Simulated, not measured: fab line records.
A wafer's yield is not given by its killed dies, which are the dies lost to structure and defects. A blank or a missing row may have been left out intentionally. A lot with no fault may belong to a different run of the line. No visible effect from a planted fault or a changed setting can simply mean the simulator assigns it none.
fab line records -- flow sky130
record lots=14, wafers=40, last-day=51
route steps=708 shown LI_CONTACT@375 LOCAL_INTERCONNECT@398 CONTACT@408
lots that met no fault: from a run of the same line without faults
start-h: hours from the record's opening day to when the first of the lot's shown wafers began -- wait-h: hours from the lot's prior step to this one -- " identical to the entry in the row above -- L1.1+2: a row that stands for several wafers -- - no value, or no start given -- * or withheld: withheld -- < > ~ a bound
route shown NAME@n: a module of which the file shows steps, and the number in the route of the first -- usual: mean/standard deviation taken from wafers without a fault -- same: alike in all rows -- chamber/n: place in a boat -- sites: readings site by site -- _std_site: the standard deviation of these -- _edge_site: mean of outer sites minus mean of inner sites -- radius-mm: how far each site lies from the wafer's centre -- mask NAME#n: copy n -- behind: the tool/chamber that last shaped the wafer -- hold: cause of the lot's hold/its duration in hours/its outcome -- device: which transistor (n, p or np) failed to switch -- end of line: tests of these same wafers at the route's end -- where a step has no rows: the recipe by itself -- killed: the dies lost at the first sort to structure and to defects; this is not the yield of the wafer -- map: shows each die of a wafer: x if killed, . if not, _ if none is there
set.NAME: the run value of the setting; set.NAME@STEP: its run value at that earlier step -- model.NAME: the simulator's own value behind a step, which no gauge read
route steps across a sampled set of lots; one table per step, one row per wafer
services: a tool's chamber out of use, with start hour (start-h, from the record's first day; less than 0 if before it), hours out, and reason
## steps
# step SKY_LI_CONTACT_OVL_MEAS_13
# usual LI_CONTACT_OVL=-4/5
lot.wafer,tool,chamber,start-h,wait-h,LI_CONTACT_OVL[nm]
L589.2,overlay-02,-,697.55,0.1,-4
L589.3,overlay-02,-,697.55,0.1,-11
L589.4,overlay-02,-,697.55,0.1,-4
L591.1,overlay-02,-,725.26,0.1,-9
L591.3,overlay-02,-,725.26,0.1,-11
L591.5,overlay-02,-,725.26,0.1,-6
L592.1,overlay-02,-,729.24,0.1,-10
L592.4,overlay-02,-,729.24,0.1,-13
L592.6,overlay-02,-,729.24,0.1,-12
L593.2,overlay-01,-,729.77,0.1,5
L593.4,overlay-01,-,729.77,0.1,0
L593.6,overlay-01,-,729.77,0.1,3
L594.1,overlay-01,-,736.26,0.1,5
L594.3,overlay-01,-,736.26,0.1,1
L594.6,overlay-01,-,736.26,0.1,-4
L596.2,overlay-02,-,748.15,0.1,-1
L596.5,overlay-02,-,748.15,0.1,-6
L596.6,overlay-02,-,748.15,0.1,4
L598.2,overlay-02,-,773.82,0.1,-4
L598.3,overlay-02,-,773.82,0.1,-2
L598.6,overlay-02,-,773.82,0.1,-6
L599.2,overlay-01,-,776.02,0.1,-8
L599.3,overlay-01,-,776.02,0.1,2
L599.5,overlay-01,-,776.02,0.1,3
L601.1,overlay-01,-,791.34,0.1,-5
L601.2,overlay-01,-,791.34,0.1,-7
L601.4,overlay-01,-,791.34,0.1,-7
L602.1,overlay-01,-,800.94,0.1,-15
L602.2,overlay-01,-,800.94,0.1,-10
L602.3,overlay-01,-,800.94,0.1,-15
L604.3,overlay-02,-,812.08,0.1,-8
L604.4,overlay-02,-,812.08,0.1,-3
L605.2,overlay-02,-,817.35,0.1,-8
L605.3,overlay-02,-,817.35,0.1,-3
L605.4,overlay-02,-,817.35,0.1,-2
L606.3,overlay-01,-,833.53,0.1,-5
L606.6,overlay-01,-,833.53,0.1,-4
L612.3,overlay-01,-,862.66,0.1,-5
L612.4,overlay-01,-,862.66,0.1,-3
L612.6,overlay-01,-,862.66,0.1,-3
# step SKY_LOCAL_INTERCONNECT_CD_MEAS_11
# recipe target-cd-nm=170
# usual cd-nm=169.7/1.4
lot.wafer,tool,chamber,start-h,wait-h,cd-nm
L589.2,cd-sem-01,-,727.59,-,170.5
L589.3,cd-sem-01,-,727.59,-,171.1
L589.4,cd-sem-01,-,727.59,-,170.9
L591.1,cd-sem-02,-,754.26,-,170.4
L591.3,cd-sem-02,-,754.26,-,170.7
L591.5,cd-sem-02,-,754.26,-,171.1
L592.1,cd-sem-01,-,757.79,-,170.1
L592.4,cd-sem-01,-,757.79,-,167.8
L592.6,cd-sem-01,-,757.79,-,169.9
L593.2,cd-sem-02,-,758.78,-,171.5
L593.4,cd-sem-02,-,758.78,-,172.3
L593.6,cd-sem-02,-,758.78,-,172.0
L594.1,cd-sem-02,-,765.44,-,168.7
L594.3,cd-sem-02,-,765.44,-,169.5
L594.6,cd-sem-02,-,765.44,-,169.9
L596.2,cd-sem-01,-,777.16,-,169.9
L596.5,cd-sem-01,-,777.16,-,169.9
L596.6,cd-sem-01,-,777.16,-,171.2
L598.2,cd-sem-01,-,801.58,-,169.2
L598.3,cd-sem-01,-,801.58,-,168.9
L598.6,cd-sem-01,-,801.58,-,169.8
L599.2,cd-sem-02,-,803.68,-,168.7
L599.3,cd-sem-02,-,803.68,-,169.4
L599.5,cd-sem-02,-,803.68,-,170.0
L601.1,cd-sem-01,-,819.91,-,169.4
L601.2,cd-sem-01,-,819.91,-,169.3
L601.4,cd-sem-01,-,819.91,-,169.2
L602.1,cd-sem-02,-,829.16,-,171.2
L602.2,cd-sem-02,-,829.16,-,170.6
L602.3,cd-sem-02,-,829.16,-,168.4
L604.3,cd-sem-01,-,841.08,-,167.2
L604.4,cd-sem-01,-,841.08,-,167.1
L605.2,cd-sem-01,-,845.95,-,170.5
L605.3,cd-sem-01,-,845.95,-,170.2
L605.4,cd-sem-01,-,845.95,-,170.2
L606.3,cd-sem-01,-,861.00,-,171.4
L606.6,cd-sem-01,-,861.00,-,172.1
L612.3,cd-sem-02,-,890.91,-,169.8
L612.4,cd-sem-02,-,890.91,-,167.7
L612.6,cd-sem-02,-,890.91,-,169.1
# step SKY_CONTACT_HDPCVD_02
# recipe material=SiO2, target-thk-nm=565, sigma-open-frac=0.3, time-s=94.2, temp-c=600, sih4-flow-sccm=60, pressure-mtorr=6
lot.wafer,tool,chamber,start-h,wait-h
L589.2+3+4,hdpcvd-02,"1,2,1",728.53,0.0
L591.1+3+5,hdpcvd-01,"0,1,0",755.22,0.1
L592.1+4+6,hdpcvd-01,"2,0,1",758.75,0.1
L593.2+4+6,hdpcvd-02,"1,0,1",759.72,0.0
L594.1+3+6,hdpcvd-01,"1,2,1",766.40,0.1
L596.2+5+6,hdpcvd-02,"2,0,2",778.13,0.0
L598.2+3+6,hdpcvd-02,"1,0,0",802.53,0.0
L599.2+3+5,hdpcvd-01,"1,0,0",804.63,0.0
L601.1+2+4,hdpcvd-02,"1,0,0",820.88,0.1
L602.1+2+3,hdpcvd-01,"1,2,0",830.12,0.1
L604.3+4,hdpcvd-02,1,842.07,0.0
L605.2+3+4,hdpcvd-01,"1,2,2",847.08,0.0
L606.3+6,hdpcvd-02,"2,1",861.93,0.0
L612.3+4+6,hdpcvd-01,"2,2,1",891.85,0.0
# step SKY_CONTACT_THK_MEAS_03
# recipe reads=SiO2_of_CONTACT_HDPCVD_02
# usual CONTACT_HDPCVD_THK=567/7
lot.wafer,tool,chamber,start-h,wait-h,CONTACT_HDPCVD_THK[nm]
L589.2,film-metro-04,-,728.61,0.0,578
L589.3,film-metro-04,-,728.61,0.0,568
L589.4,film-metro-04,-,728.61,0.0,583
L591.1,film-metro-03,-,755.29,0.0,575
L591.3,film-metro-03,-,755.29,0.0,565
L591.5,film-metro-03,-,755.29,0.0,575
L592.1,film-metro-03,-,758.82,0.0,575
L592.4,film-metro-03,-,758.82,0.0,570
L592.6,film-metro-03,-,758.82,0.0,563
L593.2,film-metro-04,-,759.80,0.0,574
L593.4,film-metro-04,-,759.80,0.0,562
L593.6,film-metro-04,-,759.80,0.0,570
L594.1,film-metro-04,-,766.47,0.0,563
L594.3,film-metro-04,-,766.47,0.0,574
L594.6,film-metro-04,-,766.47,0.0,556
L596.2,film-metro-01,-,778.21,0.0,559
L596.5,film-metro-01,-,778.21,0.0,570
L596.6,film-metro-01,-,778.21,0.0,561
L598.2,film-metro-04,-,802.61,0.0,574
L598.3,film-metro-04,-,802.61,0.0,569
L598.6,film-metro-04,-,802.61,0.0,563
L599.2,film-metro-03,-,804.70,0.0,568
L599.3,film-metro-03,-,804.70,0.0,573
L599.5,film-metro-03,-,804.70,0.0,572
L601.1,film-metro-01,-,820.95,0.0,572
L601.2,film-metro-01,-,820.95,0.0,565
L601.4,film-metro-01,-,820.95,0.0,563
L602.1,film-metro-01,-,830.19,0.0,562
L602.2,film-metro-01,-,830.19,0.0,571
L602.3,film-metro-01,-,830.19,0.0,574
L604.3,film-metro-01,-,842.16,0.1,222
L604.4,film-metro-01,-,842.16,0.1,569
L605.2,film-metro-04,-,847.16,0.0,566
L605.3,film-metro-04,-,847.16,0.0,561
L605.4,film-metro-04,-,847.16,0.0,565
L606.3,film-metro-03,-,862.02,0.1,209
L606.6,film-metro-03,-,862.02,0.1,574
L612.3,film-metro-03,-,891.94,0.1,568
L612.4,film-metro-03,-,891.94,0.1,565
L612.6,film-metro-03,-,891.94,0.1,569
# step SKY_CONTACT_CMP_04
# recipe material=SiO2, down-force-psi=4, platen-rpm=60, pad-velocity-m-s=0.94248
# usual motor-current-A=11.9/0.88, time-to-endpoint-s=84/4.2
lot.wafer,tool,chamber,start-h,wait-h,motor-current-A,time-to-endpoint-s
L589.4,cmp-01,3,728.86,0.2,13.1,91
L589.2,cmp-01,1,728.86,0.2,11.8,87
L589.3,cmp-01,2,728.86,0.2,10.7,87
L591.3,cmp-01,0,755.62,0.3,11.1,86
L591.1,cmp-01,1,755.62,0.3,12.6,84
L591.5,cmp-01,0,755.62,0.3,11.8,86
L592.1,cmp-01,3,758.93,0.1,13.0,84
L592.4,cmp-01,1,758.93,0.1,12.1,81
L592.6,cmp-01,3,758.93,0.1,12.4,79
L593.2,cmp-02,2,759.85,0.0,10.8,89
L593.4,cmp-02,0,759.85,0.0,12.8,84
L593.6,cmp-02,2,759.85,0.0,10.7,87
L594.1,cmp-02,2,766.58,0.1,11.3,78
L594.3,cmp-02,0,766.58,0.1,12.7,81
L594.6,cmp-02,2,766.58,0.1,10.3,77
L596.2,cmp-02,0,778.26,0.0,13.9,75
L596.5,cmp-02,0,778.26,0.0,12.8,82
L596.6,cmp-02,1,778.26,0.0,11.7,86
L598.3,cmp-02,0,802.71,0.1,13.3,80
L598.2,cmp-02,2,802.71,0.1,10.8,85
L598.6,cmp-02,0,802.71,0.1,13.3,77
L599.2,cmp-02,1,804.75,0.0,12.0,89
L599.3,cmp-02,2,804.75,0.0,10.2,91
L599.5,cmp-02,2,804.75,0.0,10.9,84
L601.4,cmp-01,0,821.06,0.1,11.6,85
L601.2,cmp-01,1,821.06,0.1,11.7,82
L601.1,cmp-01,2,821.06,0.1,11.7,89
L602.1,cmp-01,0,830.25,0.1,11.7,82
L602.3,cmp-01,1,830.25,0.1,11.9,83
L602.2,cmp-01,3,830.25,0.1,12.4,83
L604.3,cmp-01,1,842.20,0.0,12.1,40
L604.4,cmp-01,2,842.20,0.0,11.5,94
L605.4,cmp-01,3,847.40,0.2,13.0,83
L605.3,cmp-01,0,847.40,0.2,11.7,82
L605.2,cmp-01,2,847.40,0.2,12.1,85
L606.3,cmp-01,3,862.21,0.2,12.8,39
L606.6,cmp-01,0,862.21,0.2,12.0,83
L612.3,cmp-01,3,892.08,0.1,12.1,86
L612.4,cmp-01,0,892.08,0.1,11.9,88
L612.6,cmp-01,2,892.08,0.1,11.6,89
# step SKY_CONTACT_ETCH_17
# recipe target=SiO2, chemistry=C4F8/O2/Ar, stop-on=Si3N4, mask-material=KrF-thick, source-w=1500, bias-w=1200, pressure-mtorr=40, c4f8-flow-sccm=withheld, O2_flow_sccm=6, Ar_flow_sccm=300, time-s=withheld, target-depth-a=3400
# usual oes-product-au=0.892/0.0047
lot.wafer,tool,chamber,start-h,wait-h,oes-product-au
L589.2,rie-diel-03,1,757.39,0.0,0.886
L589.3,rie-diel-03,0,757.39,0.0,0.891
L589.4,rie-diel-03,2,757.39,0.0,0.894
L591.1,rie-diel-01,0,784.27,0.0,0.889
L591.3,rie-diel-01,3,784.27,0.0,0.900
L591.5,rie-diel-01,0,784.27,0.0,0.889
L592.1,rie-diel-03,2,787.41,0.0,0.888
L592.4,rie-diel-03,1,787.41,0.0,0.888
L592.6,rie-diel-03,3,787.41,0.0,0.894
L593.2,rie-diel-01,3,787.44,0.0,0.890
L593.4,rie-diel-01,1,787.44,0.0,0.892
L593.6,rie-diel-01,1,787.44,0.0,0.896
L594.1,rie-diel-02,1,794.86,0.0,0.882
L594.3,rie-diel-02,3,794.86,0.0,0.899
L594.6,rie-diel-02,1,794.86,0.0,0.894
L596.2,rie-diel-01,3,806.31,0.0,0.890
L596.5,rie-diel-01,1,806.31,0.0,0.889
L596.6,rie-diel-01,3,806.31,0.0,0.888
L598.2,rie-diel-03,3,829.71,0.0,0.887
L598.3,rie-diel-03,1,829.71,0.0,0.889
L598.6,rie-diel-03,1,829.71,0.0,0.896
L599.2,rie-diel-01,3,832.37,0.0,0.893
L599.3,rie-diel-01,1,832.37,0.0,0.883
L599.5,rie-diel-01,0,832.37,0.0,0.891
L601.1,rie-diel-01,3,848.47,0.0,0.894
L601.2,rie-diel-01,1,848.47,0.0,0.889
L601.4,rie-diel-01,1,848.47,0.0,0.893
L602.1,rie-diel-02,3,857.77,0.0,0.891
L602.2,rie-diel-02,2,857.77,0.0,0.891
L602.3,rie-diel-02,1,857.77,0.0,0.890
L604.3,rie-diel-01,1,869.66,0.0,0.709
L604.4,rie-diel-01,3,869.66,0.0,0.904
L605.2,rie-diel-03,1,874.06,0.0,0.898
L605.3,rie-diel-03,2,874.06,0.0,0.894
L605.4,rie-diel-03,0,874.06,0.0,0.889
L606.3,rie-diel-03,2,889.32,0.0,0.692
L606.6,rie-diel-03,0,889.32,0.0,0.894
L612.3,rie-diel-03,2,918.57,0.0,0.890
L612.4,rie-diel-03,1,918.57,0.0,0.888
L612.6,rie-diel-03,0,918.57,0.0,0.896
# step SKY_CONTACT_CMP_27
# recipe stop-on=SiO2, t-overpolish-s=15, down-force-psi=3.5, platen-rpm=60, target-thk-nm=0, pad-velocity-m-s=0.94248
# usual motor-current-A=10.9/0.77, overpolish-run-s=14.999/0.0098, time-to-endpoint-s=83/3.2
lot.wafer,tool,chamber,start-h,wait-h,motor-current-A,overpolish-run-s,time-to-endpoint-s
L589.2,cmp-01,3,758.48,0.1,12.3,15.001,84
L589.4,cmp-01,0,758.48,0.1,11.1,14.990,84
L589.3,cmp-01,1,758.48,0.1,10.5,15.007,82
L591.3,cmp-01,3,785.31,0.0,11.4,15.010,83
L591.1,cmp-01,0,785.31,0.0,10.7,14.992,84
L591.5,cmp-01,3,785.31,0.0,12.2,14.984,81
L592.4,cmp-01,3,788.55,0.1,11.6,14.992,80
L592.1,cmp-01,1,788.55,0.1,11.2,14.993,80
L592.6,cmp-01,3,788.55,0.1,11.7,15.002,81
L593.4,cmp-02,0,788.70,0.2,12.2,15.016,78
L593.2,cmp-02,1,788.70,0.2,10.6,15.004,84
L593.6,cmp-02,3,788.70,0.2,10.1,15.014,82
L594.3,cmp-02,3,795.90,0.0,9.5,15.014,77
L594.1,cmp-02,2,795.90,0.0,10.0,14.995,79
L594.6,cmp-02,0,795.90,0.0,12.8,14.997,78
L596.2,cmp-01,1,807.54,0.2,10.5,15.004,83
L596.6,cmp-01,2,807.54,0.2,10.5,15.001,86
L596.5,cmp-01,3,807.54,0.2,12.1,14.997,83
L598.3,cmp-02,1,830.75,0.0,10.8,15.007,88
L598.2,cmp-02,0,830.75,0.0,11.8,15.001,83
L598.6,cmp-02,1,830.75,0.0,10.7,15.019,89
L599.3,cmp-01,1,833.51,0.1,10.9,14.998,76
L599.2,cmp-01,2,833.51,0.1,10.4,14.993,77
L599.5,cmp-01,3,833.51,0.1,11.8,15.004,78
L601.4,cmp-01,3,849.57,0.0,12.3,14.998,86
L601.1,cmp-01,0,849.57,0.0,10.1,15.006,85
L601.2,cmp-01,2,849.57,0.0,11.0,14.983,90
L602.3,cmp-01,0,858.91,0.0,9.9,14.987,80
L602.2,cmp-01,1,858.91,0.0,11.4,14.997,80
L602.1,cmp-01,2,858.91,0.0,10.3,15.005,85
L604.3,cmp-01,1,871.08,0.4,11.0,14.993,81
L604.4,cmp-01,3,871.08,0.4,12.6,15.022,80
L605.3,cmp-01,0,875.31,0.2,10.9,15.002,84
L605.2,cmp-01,2,875.31,0.2,10.5,15.010,90
L605.4,cmp-01,3,875.31,0.2,11.5,15.004,84
L606.3,cmp-01,2,890.40,0.0,10.1,14.999,90
L606.6,cmp-01,3,890.40,0.0,11.1,15.003,84
L612.4,cmp-02,3,919.66,0.1,10.3,14.992,78
L612.3,cmp-02,0,919.66,0.1,12.1,15.011,79
L612.6,cmp-02,2,919.66,0.1,10.0,14.988,81
## services
tool,chamber,start-h,hours,kind
rie-diel-03,1,719.12,2.4,repair
cmp-01,-,722.92,1.6,repair
rie-diel-01,2,746.35,3.0,repair
rie-diel-02,-,748.10,0.9,repair
cmp-01,-,749.50,4.0,pm
cmp-02,-,773.32,1.6,repair
rie-diel-01,1,779.37,3.6,repair
rie-diel-02,2,783.51,3.7,repair
rie-diel-01,2,834.36,16.5,repair
hdpcvd-01,-,836.47,4.0,repair
rie-diel-03,-,839.53,4.9,repair
cmp-02,-,844.01,6.1,repair
cmp-01,-,853.43,0.9,repair
rie-diel-03,3,858.05,14.4,repair
cmp-02,-,862.74,19.6,pm
rie-diel-01,0,864.29,14.0,repair
hdpcvd-02,1,872.82,2.2,repair
cmp-01,-,882.59,5.5,pm
hdpcvd-01,-,887.43,0.6,repair
cmp-02,-,892.65,5.4,pm
hdpcvd-02,2,892.97,11.5,repair
cmp-02,-,912.07,4.0,pm
cmp-02,-,912.90,1.0,repair
cmp-01,-,916.07,5.4,pm
## key
first-sign step=SKY_CONTACT_THK_MEAS_03, reading=CONTACT_HDPCVD_THK, direction=down, sigmas=51, usual=567, struck=216
effect step=SKY_CONTACT_CMP_04, reading=time-to-endpoint-s, direction=down, sigmas=11, usual=*, struck=*
effect step=SKY_CONTACT_ETCH_17, reading=oes-product-au, direction=down, sigmas=40, usual=0.892, struck=0.700
met-at SKY_CONTACT_HDPCVD_02
struck-lots L604,L606
struck-wafers L604.3,L606.3
sort-left-out L604.3,L606.3
tester-left-out L604,L606
not-acting-at SKY_LI_CONTACT_OVL_MEAS_13,SKY_LOCAL_INTERCONNECT_CD_MEAS_11,SKY_CONTACT_CMP_27
onset-between 820.88 842.07
fault kind=process-parameter-drift, tool=hdpcvd-02, chamber=-, onset-h=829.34, steps=SKY_CONTACT_HDPCVD_02, channel=target-thk-nm, offset=-349.49, shape=step, end-h=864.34, scope=struck-wafers-only, acts-in=these-recipes-only, stated=565
# tester-left-out: of these lots the tester's yield and bins aren't shown, on N5 and GAA mostly nor the transistor test; their killed dies are dies lost to structure and defects alone, not to doping, threshold or leakage, so they don't give the yield
# sort-left-out: the simulated sort isn't trusted on such a fault, so these wafers' sort isn't shown, and their yield isn't known
